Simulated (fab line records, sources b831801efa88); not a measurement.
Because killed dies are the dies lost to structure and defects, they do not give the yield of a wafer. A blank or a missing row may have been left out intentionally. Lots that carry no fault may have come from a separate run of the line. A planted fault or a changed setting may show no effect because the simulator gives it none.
fab line records | flow gf180mcu
record lots=13 wafers=39 last-day=33
route steps=602 shown POLY_GATE@170 SALICIDE@280 CONTACT@302 M1@316
lots untouched by any fault: they come from a run of this same line in which no faults occurred
start-h: hours from the record's opening day to when the first of the lot's shown wafers began | wait-h: how many hours have passed since the lot's step before this one | " the same as in the row above | L1.1+2: one row covering several wafers at once | - no value present, or no start provided | * or withheld: withheld | < > ~ a bound
route shown NAME@n: NAME is a module with steps in the file, n the number in the route of the first one | usual: mean/standard deviation taken from wafers without a fault | same: alike in all rows | chamber/n: place in a boat | sites: per-site readings | _std_site: how widely they spread, as a standard deviation | _edge_site: the outer-site mean with the inner-site mean subtracted | radius-mm: how far each site lies from the wafer's centre | mask NAME#n: copy n | behind: the tool/chamber that last shaped the wafer | hold: the reason the lot was held/the length of the hold in hours/how it ended | device: names the non-switching transistor (n, p or np) | end of line: the route-end tests of the same wafers | a step without rows: its recipe alone | killed: count of dies lost to structure and defects at first sort (not the wafer's yield) | map: the dies of a wafer, with x for killed, . for not killed, _ for no die there
set.NAME: the setting as run; set.NAME@STEP: as run at that earlier step | model.NAME: the simulator's own value behind a step, which no gauge read
route steps across a sampled set of lots; one table per step, one row per wafer
services: when a tool's chamber went out of use (start-h, in hours from the record's first day, below 0 if earlier), for how many hours, and the reason
## steps
# step GF_POLY_GATE_ETCH_13
# recipe target=poly-Si target-depth-nm=198.5 stop-on=SiO2 over-etch-frac=0.403 chemistry=HBr/Cl2 icp-w=400 bias-w=100 pressure-mtorr=10 HBr_flow_sccm=150 Cl2_flow_sccm=50 time-s=69.6
# usual drypump-motor-current-A=5.8/0.47 oes-product-au=0.991/0.0062 throttle-valve-pct=33.685/0.0087
# same time-s=69.6
# columns lot.wafer tool chamber start-h wait-h drypump-motor-current-A oes-product-au rf-hours-counter-h throttle-valve-pct
L121.1 rie-si-02 2 200.78 - 6.5 0.991 1 33.674
L121.4 " 0 " " 5.3 0.995 25 33.682
L121.6 " 0 " " 5.3 0.992 - 33.701
L122.1 rie-si-02 3 206.23 - 5.9 0.995 104 33.677
L122.2 " 1 " " 5.2 1.002 85 33.675
L122.3 " 0 " " 5.3 0.999 25 33.686
L123.2 rie-si-02 3 217.79 - 5.9 1.002 104 33.689
L123.3 " 1 " " 5.2 0.990 85 33.698
L123.5 " 1 " " 5.2 0.996 - 33.675
L124.2 rie-si-01 1 231.66 - 6.2 1.009 1 33.687
L124.4 " 0 " " 5.9 0.989 4 33.676
L124.5 " 3 " " 6.5 0.994 - 33.687
L125.1 rie-si-02 2 238.23 - 6.5 0.987 1 33.688
L125.2 " 3 " " 5.9 0.992 104 33.690
L125.3 " 0 " " 5.3 0.991 26 33.689
L127.1 rie-si-02 1 255.88 - 5.2 0.986 85 33.684
L127.4 " 2 " " 6.5 0.992 1 33.675
L127.5 " 0 " " 5.3 0.980 - 33.697
L129.1 rie-si-01 2 263.13 - 5.5 0.984 10 33.680
L129.3 " 0 " " 5.9 0.979 4 33.703
L129.5 " 3 " " 6.5 0.985 - 33.682
L131.3 rie-si-02 3 274.51 - 5.8 0.992 104 33.683
L131.4 " 2 " " 6.5 0.995 2 33.686
L131.5 " 3 " " 5.9 0.995 - 33.674
L130.1 rie-si-01 3 275.98 - 6.6 0.988 106 33.675
L130.2 " 1 " " 6.2 0.996 1 33.691
L130.4 " 2 " " 5.5 0.996 10 33.688
L134.2 rie-si-01 0 293.86 - 5.9 0.987 5 33.699
L134.3 " 2 " " 5.5 0.991 10 33.679
L134.6 " 0 " " 5.9 0.985 - 33.684
L136.1 rie-si-01 2 313.40 - 5.5 0.991 10 33.698
L136.3 " 0 " " 5.9 0.980 5 33.681
L136.4 " 3 " " 6.6 0.986 0 33.686
L137.1 rie-si-01 1 317.68 - 6.2 0.994 2 33.679
L137.4 " 2 " " 5.5 1.000 10 33.674
L137.6 " 2 " " 5.5 0.988 - 33.693
L138.1 rie-si-01 2 323.78 - 5.5 0.996 10 33.675
L138.2 " 0 " " 5.9 0.983 5 33.679
L138.3 " 3 " " 6.5 0.992 0 33.685
# step GF_SALICIDE_SPUTTER_02
# recipe material=Co target-thk-nm=10 power-w=1000 time-s=20 chamber-pressure-pa=0.4
# usual throttle-valve-pct=30.2/0.96
# columns lot.wafer tool chamber start-h wait-h throttle-valve-pct
L121.1 pvd-sputter-04 - 345.87 0.0 30.2
L121.4 " - " " 29.9
L121.6 " - " " 29.6
L122.1 pvd-sputter-01 - 351.07 0.0 31.4
L122.2 " - " " 29.5
L122.3 " - " " 29.1
L123.2 pvd-sputter-04 - 365.94 0.0 30.2
L123.3 " - " " 29.6
L123.5 " - " " 29.5
L124.2 pvd-sputter-04 - 382.45 0.0 29.2
L124.4 " - " " 30.4
L124.5 " - " " 29.5
L125.1 pvd-sputter-03 - 391.52 0.0 31.6
L125.2 " - " " 28.9
L125.3 " - " " 30.0
L127.1 pvd-sputter-01 - 414.62 0.0 29.2
L127.4 " - " " 29.1
L127.5 " - " " 29.1
L129.1 pvd-sputter-03 - 421.37 0.0 29.2
L129.3 " - " " 32.0
L129.5 " - " " 30.2
L131.3 pvd-sputter-03 - 433.82 0.0 29.9
L131.4 " - " " 29.0
L131.5 " - " " 29.2
L130.1 pvd-sputter-04 - 439.12 0.0 29.6
L130.2 " - " " 29.4
L130.4 " - " " 30.3
L134.2 pvd-sputter-01 - 461.11 0.0 31.6
L134.3 " - " " 31.1
L134.6 " - " " 31.2
L137.1 pvd-sputter-01 - 489.79 0.0 31.6
L137.4 " - " " 29.2
L137.6 " - " " 29.4
L136.1 pvd-sputter-01 - 492.24 0.0 31.4
L136.3 " - " " 29.2
L136.4 " - " " 29.2
L138.1 pvd-sputter-04 - 496.74 0.0 29.6
L138.2 " - " " 30.1
L138.3 " - " " 30.8
# step GF_SALICIDE_RS_MEAS_04
# recipe thk-meas-gauge=four-point-probe reads=TiN_of_SALICIDE_SPUTTER_03+Co_of_SALICIDE_SPUTTER_02
# usual SALICIDE_TIN_RS=16.46/0.29
# columns lot.wafer tool chamber start-h wait-h SALICIDE_TIN_RS[ohm/sq]
L121.1 film-metro-03 - 345.92 0.0 16.21
L121.4 " - " " 16.24
L121.6 " - " " 16.21
L122.1 film-metro-04 - 351.12 0.0 16.59
L122.2 " - " " 16.81
L122.3 " - " " 16.78
L123.2 film-metro-01 - 366.02 0.0 16.46
L123.3 " - " " 16.53
L123.5 " - " " 16.42
L124.2 film-metro-01 - 382.52 0.0 16.01
L124.4 " - " " 16.10
L124.5 " - " " 16.16
L125.1 film-metro-01 - 391.57 0.0 15.75
L125.2 " - " " 16.14
L125.3 " - " " 16.54
L127.1 film-metro-04 - 414.67 0.0 16.48
L127.4 " - " " 16.92
L127.5 " - " " 16.85
L129.1 film-metro-03 - 421.42 0.0 16.08
L129.3 " - " " 15.98
L129.5 " - " " 16.43
L131.3 film-metro-03 - 433.92 0.1 16.59
L131.4 " - " " 16.68
L131.5 " - " " 16.68
L130.1 film-metro-03 - 439.17 0.0 16.92
L130.2 " - " " 16.93
L130.4 " - " " 16.86
L134.2 film-metro-04 - 461.18 0.0 16.60
L134.3 " - " " 16.77
L134.6 " - " " 16.82
L137.1 film-metro-03 - 489.85 0.0 14.67
L137.4 " - " " 14.83
L137.6 " - " " 14.85
L136.1 film-metro-04 - 492.30 0.0 14.96
L136.3 " - " " 15.03
L136.4 " - " " 14.96
L138.1 film-metro-04 - 496.80 0.0 16.58
L138.2 " - " " 16.09
L138.3 " - " " 16.09
# step GF_CONTACT_OVL_MEAS_15
# usual CONTACT_OVL=-1/5.2
# columns lot.wafer tool chamber start-h wait-h CONTACT_OVL[nm]
L121.1 overlay-02 - 369.59 0.1 7
L121.4 " - " " -3
L121.6 " - " " -4
L122.1 overlay-02 - 375.13 0.1 -2
L122.2 " - " " -4
L122.3 " - " " -6
L123.2 overlay-01 - 389.90 0.1 6
L123.3 " - " " 5
L123.5 " - " " 0
L124.2 overlay-02 - 406.68 0.1 -3
L124.4 " - " " 6
L124.5 " - " " 1
L125.1 overlay-01 - 416.48 0.1 3
L125.2 " - " " 6
L125.3 " - " " 5
L127.1 overlay-01 - 440.14 0.1 -3
L127.4 " - " " 2
L127.5 " - " " -7
L129.1 overlay-01 - 447.59 0.1 1
L129.3 " - " " 2
L129.5 " - " " 0
L131.3 overlay-02 - 459.83 0.1 -10
L131.4 " - " " -4
L131.5 " - " " -9
L130.1 overlay-02 - 465.07 0.1 -3
L130.2 " - " " -3
L130.4 " - " " 1
L134.2 overlay-01 - 487.50 0.1 -1
L134.3 " - " " -3
L134.6 " - " " -8
L137.1 overlay-01 - 515.98 0.1 3
L137.4 " - " " 3
L137.6 " - " " -1
L136.1 overlay-01 - 517.57 0.1 0
L136.3 " - " " 4
L136.4 " - " " 7
L138.1 overlay-01 - 521.44 0.1 2
L138.2 " - " " 5
L138.3 " - " " 6
# step GF_M1_SPUTTER_01
# recipe material=TiN target-thk-nm=30 power-w=6500 time-s=25 chamber-pressure-pa=0.4
# usual throttle-valve-pct=30.3/0.89
# same time-s=25
# columns lot.wafer tool chamber start-h wait-h throttle-valve-pct
L121.1 pvd-sputter-04 - 370.87 0.1 29.7
L121.4 " - " " 30.2
L121.6 " - " " 30.3
L122.1 pvd-sputter-02 - 376.42 0.1 32.2
L122.2 " - " " 29.5
L122.3 " - " " 30.1
L123.2 pvd-sputter-04 - 391.33 0.1 29.6
L123.3 " - " " 31.2
L123.5 " - " " 31.2
L124.2 pvd-sputter-04 - 407.95 0.1 29.5
L124.4 " - " " 29.4
L124.5 " - " " 30.0
L125.1 pvd-sputter-02 - 417.76 0.1 30.6
L125.2 " - " " 29.5
L125.3 " - " " 32.5
L127.1 pvd-sputter-04 - 441.42 0.1 30.2
L127.4 " - " " 29.9
L127.5 " - " " 30.1
L129.1 pvd-sputter-02 - 448.87 0.1 29.7
L129.3 " - " " 30.5
L129.5 " - " " 30.3
L131.3 pvd-sputter-03 - 461.10 0.1 29.0
L131.4 " - " " 29.0
L131.5 " - " " 29.8
L130.1 pvd-sputter-02 - 466.45 0.1 32.0
L130.2 " - " " 30.4
L130.4 " - " " 29.6
L134.2 pvd-sputter-04 - 488.77 0.1 31.2
L134.3 " - " " 29.5
L134.6 " - " " 29.9
L137.1 pvd-sputter-04 - 517.26 0.1 29.4
L137.4 " - " " 30.1
L137.6 " - " " 31.2
L136.1 pvd-sputter-03 - 518.88 0.1 30.0
L136.3 " - " " 29.1
L136.4 " - " " 31.9
L138.1 pvd-sputter-04 - 523.09 0.1 30.1
L138.2 " - " " 31.1
L138.3 " - " " 29.6
## services
# columns tool chamber start-h hours kind
pvd-sputter-03 - 193.97 3.3 repair
pvd-sputter-01 - 209.81 4.7 repair
rie-si-01 - 221.80 0.2 repair
pvd-sputter-01 - 224.47 5.8 repair
pvd-sputter-04 0 237.99 - consumable-replace:kit
pvd-sputter-04 0 237.99 18.0 scheduled-down
pvd-sputter-04 0 237.99 18.0 vent-cycle
rie-si-01 3 248.64 5.0 repair
rie-si-02 - 257.73 0.5 repair
rie-si-02 1 265.42 4.2 repair
rie-si-01 2 281.90 1.8 repair
pvd-sputter-03 - 297.23 2.8 repair
rie-si-02 - 317.75 2.8 pm
pvd-sputter-03 - 370.12 13.7 repair
rie-si-02 - 390.59 2.0 repair
pvd-sputter-01 - 403.02 2.1 repair
rie-si-01 2 405.96 8.7 repair
pvd-sputter-04 3 412.93 - consumable-replace:kit
pvd-sputter-01 - 415.08 2.8 repair
pvd-sputter-04 - 426.53 5.5 repair
rie-si-01 - 451.68 0.2 repair
pvd-sputter-04 - 491.04 2.2 repair
pvd-sputter-01 - 495.94 5.4 repair
rie-si-02 1 511.96 1.4 repair
## key
first-sign step=GF_SALICIDE_RS_MEAS_04 reading=SALICIDE_TIN_RS direction=down sigmas=5.5 usual=16.46 struck=14.88
effect none on later readings
met-at GF_SALICIDE_SPUTTER_02
struck-lots L136,L137
tester-left-out L136,L137
not-acting-at GF_POLY_GATE_ETCH_13,GF_CONTACT_OVL_MEAS_15,GF_M1_SPUTTER_01
onset-between 461.11 489.79
fault kind=process-parameter-drift tool=pvd-sputter-01 chamber=- onset-h=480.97 steps=GF_SALICIDE_SPUTTER_02 channel=target-thk-nm offset=1.1377 shape=step end-h=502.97 acts-in=these-recipes-only stated=10
# tester-left-out: of these lots the tester's yield and bins aren't shown, on N5 and GAA mostly nor the transistor test; their killed dies are dies lost to structure and defects alone, not to doping, threshold or leakage, so they don't give the yield
